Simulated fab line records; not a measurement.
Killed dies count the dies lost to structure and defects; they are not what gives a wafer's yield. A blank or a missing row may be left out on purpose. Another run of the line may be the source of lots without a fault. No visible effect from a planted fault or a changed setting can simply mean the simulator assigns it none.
One fault seen from 2 desks / flow sfqLine / numbers are kept per desk, each desk with only its own; the story behind them comes last

FROM THE METROLOGY DESK
Means of the sampled wafers that have a number, per lot and without regard to the tool the lot ran on: this is what the gauges read. Any lot whose mean is over 4 standard deviations away from the usual mean is out of limits and marked OUT; that distance is given in the brackets.
Columns: A = M4_NB_RS at SFQ_M4_RS_MEAS_924, usual 0.888 ohm/sq
lot=L976; first seen here=day 49 12:45; A=0.881
lot=L977; first seen here=day 49 18:46; A=0.894
lot=L979; first seen here=day 49 22:20; A=0.890
lot=L980; first seen here=day 50 00:46; A=0.884
lot=L981; first seen here=day 50 04:28; A=0.899
lot=L982; first seen here=day 50 05:43; A=0.905
lot=L983; first seen here=day 50 08:04; A=0.874
lot=L986; first seen here=day 50 17:49; A=0.879
lot=L987; first seen here=day 50 21:24; A=0.879
lot=L990; first seen here=day 51 00:59; A=0.762 (-11) OUT
lot=L993; first seen here=day 51 07:00; A=0.765 (-11) OUT
lot=L995; first seen here=day 51 09:23; A=0.872
lot=L997; first seen here=day 52 05:55; A=0.879
lot=L999; first seen here=day 52 13:06; A=0.903
This desk reports L990, L993 out of limits; the earliest was L990 at day 51 00:59 (M4_NB_RS at SFQ_M4_RS_MEAS_924). Within limits: L976, L977, L979, L980, L981, L982, L983, L986, L987, L995, L997, L999.

FOR THE TOOL OWNER'S DESK: pvdSputter-06
The tool's own readings at SFQ_TRILAYER_M4_DEP_SPUTTER_091 (material Nb, target thk 200 nm, time 133.3 s): means of the sampled wafers that have a number, for each lot that ran on this tool. Any lot whose mean is over 4 standard deviations away from the usual mean is out of limits and marked OUT; that distance is given in the brackets.
Columns: A = throttleValvePct at SFQ_TRILAYER_M4_DEP_SPUTTER_091, usual 30.1 %
lot=L976; first seen here=day 49 12:38; A=29.3
lot=L979; first seen here=day 49 22:14; A=28.9
lot=L981; first seen here=day 50 04:22; A=30.1
lot=L987; first seen here=day 50 21:17; A=29.3
lot=L990; first seen here=day 51 00:53; A=29.9
lot=L993; first seen here=day 51 06:53; A=29.4
This desk's finding: nothing out of limits on any of the 6 lots.

PUT TOGETHER
Metrology desk: alarm possible at day 51 00:59 on L990, L993.
The tool owner's desk saw nothing out of limits.
The tool owner's desk has L990, L993 on record, within its limits.
Of the lots named, all ran SFQ_TRILAYER_M4_DEP_SPUTTER_091 on pvdSputter-06.

WHAT THE SIMULATOR PUT IN
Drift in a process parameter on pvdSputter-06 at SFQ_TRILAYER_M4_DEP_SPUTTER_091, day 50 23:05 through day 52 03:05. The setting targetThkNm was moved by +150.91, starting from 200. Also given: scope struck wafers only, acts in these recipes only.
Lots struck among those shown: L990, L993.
Delay in hours, fault start to first out-of-limits reading, per desk: metrology desk 2.
